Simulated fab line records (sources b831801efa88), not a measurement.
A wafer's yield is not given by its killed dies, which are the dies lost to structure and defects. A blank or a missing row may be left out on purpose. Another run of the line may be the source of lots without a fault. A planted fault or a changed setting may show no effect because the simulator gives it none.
A lot that was struck, set against a sound lot ; flow gf180mcu ; 14 steps out of a route of 602
Sound: wafers L954.1, L954.2, L954.6. Wafers L941.1, L941.3, L941.4 were the ones struck. The cause is named last.
Order at every step that has rows: each side's tool, ch and its chambers, its first start. Under that, the readings that differ: sound wafers ; struck wafers ; difference of the means ; sigmas: that difference in standard deviations of wafers without a fault.
alike: readings with means less than 2 such deviations apart, plus words and numbers identical on both sides. not compared: withheld readings, readings lacking a value on some wafer, bounds such as >300 that could conceal the same value, and numbers that have no deviation in the record and whose values overlap.
Wherever a step has rows on one side only, a row that says differs or no value, or a row with sigmas, the two part there. When numbers do not overlap yet have no deviation, they are printed without sigmas and do not part them. Lack of a reading on every wafer of one side parts them only where that side has two or more wafers.

first, 2 steps without rows for these wafers: GF_M2_CLEAN_19 (cleans in DIW); GF_V2_CVD_00 (deposits SiO2, target thk 600 nm, time 100 s).
GF_V2_THK_MEAS_01:
  sound on film metro-01 at day 25 10:13; struck on film metro-01 at day 20 18:22
  alike: V2_CVD_00_THK
GF_V2_CVD_02: deposits SiO2 from TEOS, target thk 850 nm, time 94.851 s.
  sound on pecvd-02 ch 1,2, day 25 10:16; struck on pecvd-04 ch 1,2, day 20 18:25
  alike: heater power w
GF_V2_THK_MEAS_03:
  sound on film metro-03 at day 25 10:20; struck on film metro-03 at day 20 18:29
  alike: V2_CVD_02_THK
GF_V2_CMP_04: polishes SiO2.
  sound on cmp-01 ch 0,1,3, day 25 10:30; struck on cmp-01 ch 1,2,3, day 20 18:36
  alike: motor current A, platen rpm, slurry filter dp kPa, time to endpoint s
GF_V2_BOW_MEAS_05:
  sound on film metro-04 at day 25 10:42; struck on film metro-03 at day 20 18:51
  alike: V2_BOW
then, 5 steps without rows for these wafers: GF_V2_DEHYDRATE_06 (time 60 s); GF_V2_HMDS_07 (prime time 60 s); GF_V2_COAT_08; GF_V2_COAT_09 (resist thk 1000 nm); GF_V2_SOFTBAKE_10 (time 60 s).
GF_V2_EXPOSE_11: exposes mask Via2, target cd 260 nm.
  struck on krf scanner-02, day 21 07:20; sound on krf scanner-01 ch 0, day 25 21:11
  no value came back on the struck wafers for exposure dose mJ cm2, focus offset nm (nm); on the sound wafers exposure dose mJ cm2 reads 37.99 37.95 37.99
  alike: mask
then, 1 step without rows for these wafers: GF_V2_PEB_12 (peb time 90 s).

== WHERE THEY PART ==
Only at GF_V2_EXPOSE_11, within this record.

WHY: the cause the simulator had injected
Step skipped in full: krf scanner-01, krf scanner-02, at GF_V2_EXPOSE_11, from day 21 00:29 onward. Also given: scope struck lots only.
